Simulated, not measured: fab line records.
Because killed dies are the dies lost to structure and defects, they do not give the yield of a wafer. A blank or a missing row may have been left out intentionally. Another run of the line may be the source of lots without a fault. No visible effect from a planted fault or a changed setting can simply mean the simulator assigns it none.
2 desks, one fault || flow gf180mcu || each desk holds nothing but its own numbers, with what lay behind them at the end

== AT THE METROLOGY DESK ==
What the gauges read, lot by lot, whatever tool the lot ran on: means of the sampled wafers that have a number. The brackets show how far a lot's mean lies from the usual mean; more than 4 standard deviations puts the lot out of limits, marked OUT.
Columns: A = STI_CVD_03_THK at GF_STI_THK_MEAS_04, usual 207.8 nm; B = cd_nm at GF_V1_CD_MEAS_14, usual 260.1 nm
{"lot": "L273", "first seen here": "day 1 14:34", "A": 205.3, "B": 258.9}
{"lot": "L275", "first seen here": "day 2 01:25", "A": 208.8, "B": 260.5}
{"lot": "L278", "first seen here": "day 2 16:19", "A": 206.4, "B": 260.1}
{"lot": "L280", "first seen here": "day 3 00:35", "A": 209.6, "B": 261.6}
{"lot": "L281", "first seen here": "day 3 05:37", "A": 208.4, "B": 260.9}
{"lot": "L282", "first seen here": "day 3 10:34", "A": 205.8, "B": 261.1}
{"lot": "L289", "first seen here": "day 4 22:22", "A": "240.0 (+15) OUT", "B": 258.5}
{"lot": "L291", "first seen here": "day 5 08:34", "A": "239.0 (+15) OUT", "B": 261.6}
{"lot": "L294", "first seen here": "day 5 22:59", "A": 207.8, "B": 259.4}
{"lot": "L295", "first seen here": "day 6 03:34", "A": 210.5, "B": 261.8}
{"lot": "L296", "first seen here": "day 6 08:34", "A": 206.2, "B": 259.1}
This desk reports L289, L291 out of limits; the earliest was L289 at day 4 22:22 (STI_CVD_03_THK at GF_STI_THK_MEAS_04). L273, L275, L278, L280, L281, L282, L294, L295, L296 stayed within limits.

== FOR THE TOOL OWNER'S DESK: lpcvd-01 ==
The tool's own readings at GF_STI_CVD_03 (deposits Si3N4 from DCS/NH3, target thk 207.16 nm, time 3551 s): means of the sampled wafers that have a number, for each lot that ran on this tool. The brackets show how far a lot's mean lies from the usual mean; more than 4 standard deviations puts the lot out of limits, marked OUT.
Columns: A = spike_tc_bottom_C at GF_STI_CVD_03, usual 790.3 C; B = spike_tc_centre_C at GF_STI_CVD_03, usual 771.5 C; C = spike_tc_lower_C at GF_STI_CVD_03, usual 770.6 C; D = spike_tc_top_C at GF_STI_CVD_03, usual 783 C; E = spike_tc_upper_C at GF_STI_CVD_03, usual 770.3 C; F = susceptor_temp_C at GF_STI_CVD_03, usual 769.98 C; G = zone_power_top_pct at GF_STI_CVD_03, usual 24.8 %
{"lot": "L273", "first seen here": "day 1 11:34", "A": 790.0, "B": 772.4, "C": 770.6, "D": 783, "E": 772.2, "F": 769.90, "G": 24.7}
{"lot": "L275", "first seen here": "day 1 22:26", "A": 789.3, "B": 771.0, "C": 770.5, "D": 783, "E": 771.2, "F": 770.04, "G": 24.9}
{"lot": "L281", "first seen here": "day 3 03:37", "A": 790.3, "B": 771.2, "C": 771.0, "D": 783, "E": 770.7, "F": 770.05, "G": 24.6}
{"lot": "L282", "first seen here": "day 3 08:34", "A": 793.3, "B": 770.4, "C": 772.0, "D": 784, "E": 771.0, "F": 770.21, "G": 29.2}
{"lot": "L289", "first seen here": "day 4 20:21", "A": "799.1 (+6.3) OUT", "B": "778.7 (+6.0) OUT", "C": "779.5 (+6.4) OUT", "D": 792, "E": "778.1 (+6.5) OUT", "F": "777.72 (+26) OUT", "G": 29.7}
{"lot": "L291", "first seen here": "day 5 05:34", "A": "796.6 (+4.5) OUT", "B": "779.4 (+6.6) OUT", "C": "778.1 (+5.4) OUT", "D": 789, "E": "777.8 (+6.3) OUT", "F": "777.55 (+25) OUT", "G": 25.3}
Finding of this desk: L289, L291 out of limits; the first was L289 at day 4 20:21, on spike_tc_bottom_C at GF_STI_CVD_03. L273, L275, L281, L282 stayed within limits.

== PUT TOGETHER ==
On L289, L291, at day 4 20:21, an alarm was possible from the tool owner's desk.
An alarm was possible from the metrology desk at day 4 22:22, on L289, L291.
On lpcvd-01, each named lot ran GF_STI_CVD_03.

== WHAT THE SIMULATOR PUT IN ==
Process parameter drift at GF_STI_CVD_03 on lpcvd-01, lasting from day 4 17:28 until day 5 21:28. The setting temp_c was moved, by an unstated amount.
Shown lots that were struck: L289, L291.
Counting hours from when the fault started, the first reading out of limits came at 3 for the tool owner's desk and at 5 for the metrology desk.
